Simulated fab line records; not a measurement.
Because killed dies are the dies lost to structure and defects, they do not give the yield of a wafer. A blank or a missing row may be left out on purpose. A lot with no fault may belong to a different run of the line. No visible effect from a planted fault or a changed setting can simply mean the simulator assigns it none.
fab line records	flow gf180mcu
[record] lots = 5	wafers = 23
route steps=602 shown V3@431 V4@476 MIM@512 M5@536 V5@544
start-h: hours from the record's opening day to when the first of the lot's shown wafers began	wait-h: hours from the lot's prior step to this one	" same as the row above	L1.1+2: a single row standing in for several wafers	- either no value or no given start	* or withheld: withheld	< > ~ a bound
route shown NAME@n: NAME is a module with steps in the file, n the number in the route of the first one	usual: the fault-free wafers' mean and standard deviation	same: alike in all rows	chamber/n: place in a boat	sites: readings site by site	_std_site: their standard deviation	_edge_site: the outer-site mean with the inner-site mean subtracted	radius-mm: for every site, how far away it sits from the centre of the wafer	mask NAME#n: copy n	behind: the most recent tool/chamber to have shaped the wafer	hold: what put the lot on hold/how long, in hours/how the hold closed	device: the n, p or np transistor that did not switch	end of line: the same wafers' tests at the end of the route	a step given without rows: its recipe and nothing more	killed: at the first sort, the dies lost to defects and structure; wafer yield is something else	map: a wafer's dies, marking killed ones x, the rest . and places with no die _
set.NAME: the setting that was run; set.NAME@STEP: the one run at that earlier step	model.NAME: the simulator's own value behind a step, which no gauge read
lots run with intentionally changed settings; tables by step, rows by wafer
[[steps]]
[step GF_V3_CVD_02]
[recipe] material = SiO2	target-thk-nm = 850	precursor = TEOS	temp-c = 400	time-s = 94.851	rf-w = 600
lot.wafer	tool	chamber	start-h	wait-h	set.time-s	model.SiO2_of_V3_CVD_02.thk-nm
L076.3	pecvd-02	1	497.40	0.0	94.851	847.7
L076.4	"	2	"	"	94.851	862.6
L076.6	"	0	"	"	94.851	851.7
L078.1	pecvd-01	2	538.86	0.1	100.1	885.3
L078.2	"	1	"	"	100.1	892.7
L078.4+5	"	0,2	"	"	94.851	848.4
L078.6	"	1	"	"	100.1	912.9
L079.1	pecvd-02	1	544.53	0.1	94.851	863
L079.2	"	2	"	"	94.851	863.2
L079.3	"	0	"	"	108	959.9
L079.4	"	0	"	"	108	982.8
L079.6	"	1	"	"	108	994.4
L080.1	pecvd-02	1	561.91	0.1	94.851	842.3
L080.2	"	0	"	"	94.851	822.7
L080.4	"	2	"	"	94.851	851.7
L080.5	"	0	"	"	81.47	711
L080.6	"	1	"	"	81.47	735.4
L083.1	pecvd-01	0	576.07	0.1	94.851	850.2
L083.2	"	2	"	"	107.2	954.5
L083.3	"	1	"	"	94.851	847.7
L083.5	"	2	"	"	94.851	860.1
L083.6	"	0	"	"	107.2	973.5
[step GF_V3_THK_MEAS_03]
[recipe] reads = SiO2_of_V3_CVD_02
[usual] V3_CVD_02_THK = 854/12
lot.wafer	tool	chamber	start-h	wait-h	set.time-s@V3_CVD_02	V3_CVD_02_THK[nm]
L076.3	film-metro-02	-	497.49	0.1	94.851	847
L076.4	"	-	"	"	94.851	862
L076.6	"	-	"	"	94.851	851
L078.1	film-metro-03	-	538.93	0.0	100.1	886
L078.2	"	-	"	"	100.1	892
L078.4	"	-	"	"	94.851	849
L078.5	"	-	"	"	94.851	848
L078.6	"	-	"	"	100.1	914
L079.1	film-metro-03	-	544.60	0.0	94.851	863
L079.2	"	-	"	"	94.851	863
L079.3	"	-	"	"	108	960
L079.4	"	-	"	"	108	983
L079.6	"	-	"	"	108	994
L080.1	film-metro-02	-	561.98	0.0	94.851	842
L080.2	"	-	"	"	94.851	822
L080.4	"	-	"	"	94.851	852
L080.5	"	-	"	"	81.47	712
L080.6	"	-	"	"	81.47	736
L083.1	film-metro-03	-	576.14	0.0	94.851	851
L083.2	"	-	"	"	107.2	955
L083.3	"	-	"	"	94.851	848
L083.5	"	-	"	"	94.851	860
L083.6	"	-	"	"	107.2	974
[step GF_V3_CMP_04]
[recipe] material = SiO2	down-force-psi = 4	platen-rpm = 60	pad-velocity-m-s = 0.94248
[usual] time-to-endpoint-s = 84/5.1
lot.wafer	tool	chamber	start-h	wait-h	set.time-s@V3_CVD_02	time-to-endpoint-s
L076.3	cmp-01	1	497.63	0.1	94.851	75
L076.4	"	2	"	"	94.851	87
L076.6	"	0	"	"	94.851	79
L078.1	cmp-01	0	538.99	0.1	100.1	97
L078.4	"	2	"	"	94.851	81
L078.2	"	3	"	"	100.1	99
L078.5	"	0	"	"	94.851	81
L078.6	"	1	"	"	100.1	103
L079.1	cmp-01	0	544.66	0.1	94.851	86
L079.2	"	1	"	"	94.851	82
L079.3	"	2	"	"	108	123
L079.4	"	3	"	"	108	135
L079.6	"	1	"	"	108	124
L080.1	cmp-02	2	562.09	0.1	94.851	81
L080.2	"	3	"	"	94.851	81
L080.4	"	0	"	"	94.851	89
L080.5	"	1	"	"	81.47	36
L080.6	"	2	"	"	81.47	41
L083.3	cmp-01	1	576.25	0.1	94.851	80
L083.2	"	2	"	"	107.2	124
L083.1	"	3	"	"	94.851	84
L083.6	"	0	"	"	107.2	126
L083.5	"	1	"	"	94.851	84
[step GF_V3_EXPOSE_11]
[recipe] mask-id = Via3	target-cd-nm = 260	na = 0.68	source-shape = conventional	sigma-outer = 0.6	dose-mj = 38
lot.wafer	tool	chamber	start-h	wait-h	mask	set.dose-mj
L076.3+4+6	krf-scanner-01	0	-	-	Via3#0	38
L078.1+2+4	krf-scanner-01	0	-	-	Via3#0	38
L078.5+6	"	0	"	"	Via3#0	39.72
L079.1+2+3+4+6	krf-scanner-01	0	-	-	Via3#0	38
L080.1+6	krf-scanner-01	0	-	-	Via3#0	38
L080.2+4+5	"	0	"	"	Via3#0	35.48
L083.1+5	krf-scanner-02	0	-	-	Via3#0	38
L083.2+3+6	"	0	"	"	Via3#0	38.89
[step GF_V3_PEB_12]
[recipe] peb-temp-c = 135	peb-time-s = 90	resist = KrF
[step GF_V3_DEVELOP_13]
[recipe] develop-time-s = 60	resist = KrF	dev-temp-c = 21
[step GF_V3_CD_MEAS_14]
[recipe] target-cd-nm = 260
[usual] cd-nm = 259.7/1.1
lot.wafer	tool	chamber	start-h	wait-h	set.dose-mj@V3_EXPOSE_11	cd-nm
L076.3	cd-sem-01	-	521.96	0.1	38	258.0
L076.4	"	-	"	"	38	259.4
L076.6	"	-	"	"	38	258.8
L078.1	cd-sem-01	-	561.68	0.1	38	260.2
L078.2	"	-	"	"	38	261.3
L078.4	"	-	"	"	38	260.1
L078.5	"	-	"	"	39.72	266.2
L078.6	"	-	"	"	39.72	267.2
L079.1	cd-sem-01	-	567.03	0.1	38	260.8
L079.2	"	-	"	"	38	261.0
L079.3	"	-	"	"	38	259.7
L079.4	"	-	"	"	38	260.1
L079.6	"	-	"	"	38	260.8
L080.1	cd-sem-01	-	583.65	0.2	38	260.4
L080.2	"	-	"	"	35.48	249.6
L080.4	"	-	"	"	35.48	249.1
L080.5	"	-	"	"	35.48	249.9
L080.6	"	-	"	"	38	260.1
L083.1	cd-sem-02	-	598.53	0.1	38	258.4
L083.2	"	-	"	"	38.89	262.1
L083.3	"	-	"	"	38.89	261.8
L083.5	"	-	"	"	38	258.2
L083.6	"	-	"	"	38.89	262.8
[step GF_V3_ETCH_16]
[recipe] chemistry = N2/H2	target-depth-a = withheld	overetch-a = withheld	time-s = withheld	target = BARC	ion-energy-ev = 200	source-w = 500	bias-w = 100	pressure-mtorr = 30	n2-flow-sccm = 100	h2-flow-sccm = 200
lot.wafer	tool	chamber	start-h	wait-h	set.bias-w	set.dose-mj@V3_EXPOSE_11	model.V3.cd-nm
L076.3	rie-diel-02	0	522.07	0.0	100	38	259.3
L076.4	"	3	"	"	100	38	260.6
L076.6	"	1	"	"	100	38	260
L078.1	rie-diel-02	0	561.84	0.0	100	38	260.9
L078.2	"	1	"	"	100	38	262.3
L078.4	"	0	"	"	100	38	260.7
L078.5	"	1	"	"	100	39.72	266.7
L078.6	"	2	"	"	100	39.72	265.9
L079.1	rie-diel-02	1	567.19	0.0	106.6	38	260.7
L079.2	"	0	"	"	100	38	261.2
L079.3	"	2	"	"	106.6	38	259
L079.4	"	1	"	"	100	38	260
L079.6	"	2	"	"	100	38	259.2
L080.1	rie-diel-02	2	583.81	0.0	100	38	259.8
L080.2	"	1	"	"	108.3	35.48	250.6
L080.4	"	1	"	"	108.3	35.48	249.2
L080.5	"	0	"	"	100	35.48	250.1
L080.6	"	2	"	"	100	38	258.7
L083.1	rie-diel-03	3	598.69	0.0	103.5	38	258.6
L083.2	"	1	"	"	100	38.89	261.7
L083.3	"	2	"	"	100	38.89	260.8
L083.5	"	0	"	"	100	38	258.5
L083.6	"	3	"	"	103.5	38.89	262.6
[step GF_V3_SPUTTER_22]
[recipe] material = TiN	target-thk-nm = 10	chamber-pressure-pa = 5	power-w = 4000	time-s = 40
lot.wafer	tool	chamber	start-h	wait-h	set.chamber-pressure-pa	model.TiN_of_V3_SPUTTER_22.thk-nm
L076.3	pvd-sputter-03	-	522.79	0.0	5	10.34
L076.4	"	-	"	"	5	10.53
L076.6	"	-	"	"	5	10.32
L078.1	pvd-sputter-04	-	562.57	0.0	5	9.958
L078.2	"	-	"	"	5	9.888
L078.4	"	-	"	"	5	10.01
L078.5	"	-	"	"	5	9.943
L078.6	"	-	"	"	5	9.956
L079.1	pvd-sputter-02	-	567.97	0.0	5.471	9.321
L079.2	"	-	"	"	5.471	9.245
L079.3	"	-	"	"	5.471	9.137
L079.4	"	-	"	"	5.471	9.337
L079.6	"	-	"	"	5.471	9.293
L080.1	pvd-sputter-04	-	584.57	0.0	4.611	10.84
L080.2+5	"	-	"	"	4.611	10.89
L080.4	"	-	"	"	4.611	11.01
L080.6	"	-	"	"	4.611	10.88
L083.1	pvd-sputter-02	-	599.44	0.0	5	10.02
L083.2	"	-	"	"	5	10.08
L083.3	"	-	"	"	5	10.33
L083.5	"	-	"	"	5	10.22
L083.6	"	-	"	"	5	10.29
[step GF_V4_CVD_00]
[recipe] material = SiO2	target-thk-nm = 600	sigma-open-frac = 0.3	temp-c = 400	time-s = 100	sih4-flow-sccm = 60	pressure-mtorr = 6
lot.wafer	tool	chamber	start-h	wait-h	set.sih4-flow-sccm	model.SiO2_of_V4_CVD_00.thk-nm
L076.3	hdpcvd-02	1	547.88	0.0	60	590.4
L076.4	"	1	"	"	60	595.3
L076.6	"	0	"	"	60	594.8
L078.1	hdpcvd-02	1	585.98	0.0	60	599
L078.2	"	0	"	"	56.65	571.4
L078.4	"	1	"	"	56.65	569.4
L078.5	"	2	"	"	60	606.7
L078.6	"	0	"	"	60	607.6
L079.1	hdpcvd-01	0	591.92	0.0	60	595.5
L079.2	"	1	"	"	60	600.5
L079.3	"	2	"	"	56.4	560.5
L079.4	"	2	"	"	60	606.5
L079.6	"	0	"	"	56.4	557.4
L080.1	hdpcvd-01	1	606.77	0.0	67.49	672.4
L080.2	"	2	"	"	60	597.8
L080.4	"	0	"	"	67.49	667.6
L080.5	"	2	"	"	67.49	674.5
L080.6	"	1	"	"	60	595.3
L083.1	hdpcvd-02	1	621.43	0.0	51.6	512.4
L083.2	"	0	"	"	51.6	509.5
L083.3	"	2	"	"	60	592.4
L083.5	"	2	"	"	60	597.8
L083.6	"	0	"	"	60	602.7
[step GF_V4_THK_MEAS_01]
[recipe] reads = SiO2_of_V4_CVD_00
[usual] V4_CVD_00_THK = 599/5.2
lot.wafer	tool	chamber	start-h	wait-h	set.sih4-flow-sccm@V4_CVD_00	V4_CVD_00_THK[nm]
L076.3	film-metro-03	-	547.97	0.1	60	590
L076.4	"	-	"	"	60	595
L076.6	"	-	"	"	60	595
L078.1	film-metro-04	-	586.06	0.0	60	599
L078.2	"	-	"	"	56.65	572
L078.4	"	-	"	"	56.65	569
L078.5	"	-	"	"	60	606
L078.6	"	-	"	"	60	608
L079.1	film-metro-04	-	592.00	0.0	60	596
L079.2	"	-	"	"	60	601
L079.3	"	-	"	"	56.4	560
L079.4	"	-	"	"	60	606
L079.6	"	-	"	"	56.4	558
L080.1	film-metro-02	-	606.85	0.0	67.49	672
L080.2	"	-	"	"	60	597
L080.4	"	-	"	"	67.49	667
L080.5	"	-	"	"	67.49	675
L080.6	"	-	"	"	60	595
L083.1	film-metro-03	-	621.51	0.0	51.6	513
L083.2	"	-	"	"	51.6	509
L083.3	"	-	"	"	60	593
L083.5	"	-	"	"	60	598
L083.6	"	-	"	"	60	603
[step GF_V4_SPUTTER_22]
[recipe] material = TiN	target-thk-nm = 10	chamber-pressure-pa = 5	power-w = 4000	time-s = 40
lot.wafer	tool	chamber	start-h	wait-h	set.chamber-pressure-pa	model.TiN_of_V4_SPUTTER_22.thk-nm
L076.3	pvd-sputter-04	-	571.69	0.0	5	10.1
L076.4	"	-	"	"	5	9.751
L076.6	"	-	"	"	5	10
L078.1	pvd-sputter-04	-	608.69	0.0	5	9.886
L078.2	"	-	"	"	5	9.954
L078.4	"	-	"	"	5	9.711
L078.5	"	-	"	"	5	9.731
L078.6	"	-	"	"	5	10.03
L079.1	pvd-sputter-01	-	613.74	0.0	5.469	9.2
L079.2	"	-	"	"	5.469	9.17
L079.3	"	-	"	"	5.469	9.309
L079.4	"	-	"	"	5.469	9.272
L079.6	"	-	"	"	5.469	9.403
L080.1	pvd-sputter-03	-	628.65	0.0	5.362	9.43
L080.2	"	-	"	"	5.362	9.39
L080.4	"	-	"	"	5.362	9.536
L080.5	"	-	"	"	5.362	9.266
L080.6	"	-	"	"	5.362	9.073
L083.1+6	pvd-sputter-04	-	643.60	0.0	4.442	11.23
L083.2	"	-	"	"	4.442	11.33
L083.3	"	-	"	"	4.442	10.98
L083.5	"	-	"	"	4.442	11.29
[step GF_MIM_SPUTTER_09]
[recipe] material = TiN	target-thk-nm = 35	power-w = 6500	time-s = 29.2	chamber-pressure-pa = 0.4
lot.wafer	tool	chamber	start-h	wait-h	set.power-w	model.TiN_of_MIM_SPUTTER_09.thk-nm
L076.3	pvd-sputter-02	-	572.96	0.0	6500	34.95
L076.4	"	-	"	"	6500	35.19
L076.6	"	-	"	"	6500	34.97
L078.1	pvd-sputter-02	-	609.71	0.0	6500	35.02
L078.2	"	-	"	"	6500	35.43
L078.4	"	-	"	"	7176	38.58
L078.5	"	-	"	"	6500	34.81
L078.6	"	-	"	"	7176	38.22
L079.1	pvd-sputter-01	-	614.76	0.0	6255	33.5
L079.2	"	-	"	"	6500	35.09
L079.3	"	-	"	"	6500	34.9
L079.4	"	-	"	"	6500	34.83
L079.6	"	-	"	"	6255	33.37
L080.1	pvd-sputter-02	-	629.66	0.0	5762	30.99
L080.2	"	-	"	"	5762	31
L080.4	"	-	"	"	6500	34.88
L080.5	"	-	"	"	5762	31.17
L080.6	"	-	"	"	6500	35.07
L083.1	pvd-sputter-02	-	644.76	0.0	6267	33.63
L083.2	"	-	"	"	6500	35.33
L083.3	"	-	"	"	6500	35.24
L083.5	"	-	"	"	6267	34.02
L083.6	"	-	"	"	6500	35.13
[step GF_MIM_METAL_ETCH_19]
[recipe] chemistry = Cl2/BCl3	mask-material = NOVOLAK	stop-on = Si3N4	target-depth-nm = 324.5	pressure-mtorr = 8	icp-w = 800	bias-w = 140	Cl2_flow_sccm = 80	bcl3-flow-sccm = 40	time-s = 54.1
lot.wafer	tool	chamber	start-h	wait-h	set.icp-w	model.NOVOLAK_of_MIM_COAT_14.thk-nm
L076.3	rie-metal-03	0	594.31	0.1	800	874.5
L076.4	"	1	"	"	800	871.9
L076.6	"	1	"	"	800	873.2
L078.1	rie-metal-04	1	629.96	0.1	891.2	858.4
L078.2	"	0	"	"	800	873.2
L078.4	"	1	"	"	800	-
L078.5	"	1	"	"	891.2	852.6
L078.6	"	0	"	"	891.2	-
L079.1	rie-metal-04	0	635.53	0.1	800	872.8
L079.2	"	1	"	"	800	867.3
L079.3	"	0	"	"	764.6	876.9
L079.4	"	1	"	"	764.6	872.9
L079.6	"	0	"	"	764.6	879
L080.1	rie-metal-03	1	650.18	0.1	759.1	-
L080.2+5	"	0,1	"	"	800	-
L080.4	"	1	"	"	759.1	874
L080.6	"	0	"	"	800	865.7
L083.1	rie-metal-04	1	663.83	0.1	863.9	856.9
L083.2	"	0	"	"	800	869.9
L083.3	"	1	"	"	800	866.9
L083.5	"	0	"	"	800	871.1
L083.6	"	1	"	"	863.9	858.8
[step GF_MIM_STRIP_20]
[recipe] chemistry = O2/N2	power-w = 1400	pressure-mtorr = 1500	platen-temp-c = 250	o2-flow-sccm = 3000	n2-flow-sccm = 300	overash-fraction = 0.5
[usual] strip-time-to-endpoint-s = 11.21/0.044
lot.wafer	tool	chamber	start-h	wait-h	set.icp-w@MIM_METAL_ETCH_19	strip-time-to-endpoint-s
L076.3	plasma-asher-01	0	594.39	0.1	800	11.27
L076.4	"	1	"	"	800	11.25
L076.6	"	1	"	"	800	11.26
L078.1	plasma-asher-01	1	630.03	0.0	891.2	11.08
L078.2	"	0	"	"	800	11.26
L078.4	"	0	"	"	800	11.20
L078.5	"	0	"	"	891.2	11.02
L078.6	"	1	"	"	891.2	11.05
L079.1	plasma-asher-02	0	635.60	0.0	800	11.26
L079.2	"	1	"	"	800	11.18
L079.3	"	0	"	"	764.6	11.31
L079.4	"	1	"	"	764.6	11.25
L079.6	"	1	"	"	764.6	11.32
L080.1	plasma-asher-04	0	650.25	0.0	759.1	11.25
L080.2	"	1	"	"	800	11.20
L080.4	"	0	"	"	759.1	11.28
L080.5	"	1	"	"	800	11.22
L080.6	"	0	"	"	800	11.16
L083.1	plasma-asher-01	1	663.90	0.0	863.9	11.07
L083.2	"	0	"	"	800	11.21
L083.3	"	0	"	"	800	11.18
L083.5	"	1	"	"	800	11.23
L083.6	"	0	"	"	863.9	11.08
[step GF_M5_METAL_ETCH_10]
[recipe] chemistry = Cl2/BCl3	mask-material = KrF	target-depth-nm = 627.5	stop-on = SiO2	pressure-mtorr = 8	icp-w = 800	bias-w = 140	Cl2_flow_sccm = 80	bcl3-flow-sccm = 40	time-s = 104.6
lot.wafer	tool	chamber	start-h	wait-h	set.icp-w	model.KrF_of_M5_COAT_02.thk-nm
L076.3	rie-metal-01	1	615.58	0.0	800	694.5
L076.4	"	0	"	"	800	692.1
L076.6	"	1	"	"	800	695.7
L078.1	rie-metal-02	1	650.74	0.0	800	694.1
L078.2	"	0	"	"	771	708.9
L078.4	"	0	"	"	800	705.2
L078.5	"	1	"	"	800	690.4
L078.6	"	0	"	"	771	709.6
L079.1	rie-metal-01	1	655.16	0.0	800	705.2
L079.2	"	0	"	"	800	706.8
L079.3	"	0	"	"	853.4	687.9
L079.4	"	1	"	"	853.4	689.5
L079.6	"	0	"	"	800	700.7
L080.1	rie-metal-02	0	670.11	0.0	718.3	723.1
L080.2	"	1	"	"	800	690.2
L080.4	"	0	"	"	800	701.7
L080.5	"	1	"	"	800	694.5
L080.6	"	0	"	"	718.3	722.7
L083.1	rie-metal-04	0	683.56	0.0	715.8	726.3
L083.2	"	1	"	"	715.8	718.3
L083.3	"	1	"	"	800	694.4
L083.5	"	0	"	"	800	703.6
L083.6	"	1	"	"	715.8	720.4
[step GF_M5_STRIP_11]
[recipe] chemistry = O2/N2	power-w = 1400	pressure-mtorr = 1500	platen-temp-c = 250	o2-flow-sccm = 3000	n2-flow-sccm = 300	overash-fraction = 0.5
[usual] strip-time-to-endpoint-s = 7.51/0.048
lot.wafer	tool	chamber	start-h	wait-h	set.icp-w@M5_METAL_ETCH_10	strip-time-to-endpoint-s
L076.3	plasma-asher-03	0	615.69	0.1	800	7.47
L076.4	"	1	"	"	800	7.45
L076.6	"	0	"	"	800	7.50
L078.1	plasma-asher-04	0	650.85	0.1	800	7.49
L078.2	"	1	"	"	771	7.62
L078.4	"	0	"	"	800	7.60
L078.5	"	0	"	"	800	7.47
L078.6	"	1	"	"	771	7.64
L079.1	plasma-asher-03	1	655.27	0.1	800	7.60
L079.2	"	0	"	"	800	7.59
L079.3	"	1	"	"	853.4	7.40
L079.4	"	0	"	"	853.4	7.43
L079.6	"	0	"	"	800	7.54
L080.1	plasma-asher-03	0	670.23	0.1	718.3	7.76
L080.2	"	1	"	"	800	7.45
L080.4	"	0	"	"	800	7.54
L080.5	"	0	"	"	800	7.48
L080.6	"	1	"	"	718.3	7.75
L083.1	plasma-asher-02	1	683.67	0.1	715.8	7.78
L083.2	"	0	"	"	715.8	7.71
L083.3	"	0	"	"	800	7.48
L083.5	"	0	"	"	800	7.55
L083.6	"	1	"	"	715.8	7.74
[step GF_V5_CMP_04]
[recipe] material = SiO2	down-force-psi = 4	platen-rpm = 60	pad-velocity-m-s = 0.94248
lot.wafer	tool	chamber	start-h	wait-h	set.leave-above-ref-nm	model.SiO2_of_V5_CVD_02.thk-nm
L076.3	cmp-01	3	616.49	0.0	855	855.6
L076.4	"	2	"	"	855	855
L076.6	"	3	"	"	855	854.3
L078.1	cmp-01	2	651.71	0.1	825.7	824.4
L078.2	"	3	"	"	825.7	824.2
L078.4	"	0	"	"	855	854.1
L078.5	"	1	"	"	855	853.4
L078.6	"	2	"	"	855	854
L079.1	cmp-01	2	656.42	0.1	855	853
L079.3	"	3	"	"	855	852.9
L079.2	"	0	"	"	855	853.7
L079.4	"	1	"	"	855	851.9
L079.6	"	3	"	"	855	853.1
L080.1	cmp-02	0	671.03	0.1	855	854
L080.2	"	2	"	"	823.5	821.1
L080.4	"	3	"	"	855	853.9
L080.5	"	0	"	"	855	856.1
L080.6	"	1	"	"	823.5	825
L083.1	cmp-01	0	684.48	0.1	855	855.3
L083.2	"	1	"	"	855	854.1
L083.3	"	2	"	"	855	855.4
L083.6	"	0	"	"	855	855.5
L083.5	"	1	"	"	855	854.8
[step GF_V5_COAT_09]
[recipe] resist = KrF	spin-rpm = withheld	resist-thk-nm = 1000
lot.wafer	tool	chamber	start-h	wait-h	set.resist-thk-nm	model.KrF_of_V5_COAT_09.thk-nm
L076.3+6	litho-track-03	0	-	-	1000	1008
L076.4	"	0	"	"	1000	1005
L078.1	litho-track-03	0	-	-	1000	1006
L078.2+5	"	0	"	"	1000	1004
L078.4	"	0	"	"	1000	1005
L078.6	"	0	"	"	1000	1003
L079.1+2	litho-track-03	0	-	-	1000	1000
L079.3	"	0	"	"	1028	1026
L079.4	"	0	"	"	1000	1002
L079.6	"	0	"	"	1028	1032
L080.1	litho-track-02	0	-	-	1000	1002
L080.2+5	"	0	"	"	1000	1000
L080.4	"	0	"	"	1049	1050
L080.6	"	0	"	"	1049	1051
L083.1	litho-track-03	0	-	-	974.8	973.1
L083.2	"	0	"	"	974.8	974.8
L083.3	"	0	"	"	1000	999.5
L083.5	"	0	"	"	1000	1001
L083.6	"	0	"	"	1000	1000
[[key]]
[split] step = GF_V3_CVD_02	setting = time-s	stated = 94.851	by = wafer
[response] step = GF_V3_CVD_02	reading = model.SiO2_of_V3_CVD_02.thk-nm	change = +8.38	per = 1%	r = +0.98
[response] step = GF_V3_THK_MEAS_03	reading = V3_CVD_02_THK	change = +8.37	per = 1%	r = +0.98
[response] step = GF_V3_CMP_04	reading = time-to-endpoint-s	change = *	per = 1%	r = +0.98
[split] step = GF_V3_EXPOSE_11	setting = dose-mj	stated = 38	by = wafer
[response] step = GF_V3_CD_MEAS_14	reading = cd-nm	change = +1.55	per = 1%	r = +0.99
[response] step = GF_V3_ETCH_16	reading = model.V3.cd-nm	change = +1.32	per = 1%	r = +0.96
[split] step = GF_V3_ETCH_16	setting = bias-w	stated = 100	by = wafer
response none clear
[split] step = GF_V3_SPUTTER_22	setting = chamber-pressure-pa	stated = 5	by = lot
[response] step = GF_V3_SPUTTER_22	reading = model.TiN_of_V3_SPUTTER_22.thk-nm	change = -0.0949	per = 1%	r = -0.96
[split] step = GF_V4_CVD_00	setting = sih4-flow-sccm	stated = 60	by = wafer
[response] step = GF_V4_CVD_00	reading = model.SiO2_of_V4_CVD_00.thk-nm	change = +6.18	per = 1%	r = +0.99
[response] step = GF_V4_THK_MEAS_01	reading = V4_CVD_00_THK	change = +6.19	per = 1%	r = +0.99
[split] step = GF_V4_SPUTTER_22	setting = chamber-pressure-pa	stated = 5	by = lot
[response] step = GF_V4_SPUTTER_22	reading = model.TiN_of_V4_SPUTTER_22.thk-nm	change = -0.0957	per = 1%	r = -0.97
[split] step = GF_MIM_SPUTTER_09	setting = power-w	stated = 6500	by = wafer
[response] step = GF_MIM_SPUTTER_09	reading = model.TiN_of_MIM_SPUTTER_09.thk-nm	change = +0.34	per = 1%	r = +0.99
[split] step = GF_MIM_METAL_ETCH_19	setting = icp-w	stated = 800	by = wafer
[response] step = GF_MIM_METAL_ETCH_19	reading = model.NOVOLAK_of_MIM_COAT_14.thk-nm	change = -1.49	per = 1%	r = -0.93
[response] step = GF_MIM_STRIP_20	reading = strip-time-to-endpoint-s	change = *	per = 1%	r = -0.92
[split] step = GF_M5_METAL_ETCH_10	setting = icp-w	stated = 800	by = wafer
[response] step = GF_M5_METAL_ETCH_10	reading = model.KrF_of_M5_COAT_02.thk-nm	change = -2.45	per = 1%	r = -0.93
[response] step = GF_M5_STRIP_11	reading = strip-time-to-endpoint-s	change = *	per = 1%	r = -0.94
[split] step = GF_V5_CMP_04	setting = leave-above-ref-nm	stated = 855	by = wafer
[response] step = GF_V5_CMP_04	reading = model.SiO2_of_V5_CVD_02.thk-nm	change = +8.61	per = 1%	r = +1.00
[split] step = GF_V5_COAT_09	setting = resist-thk-nm	stated = 1000	by = wafer
[response] step = GF_V5_COAT_09	reading = model.KrF_of_V5_COAT_09.thk-nm	change = +10.2	per = 1%	r = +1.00
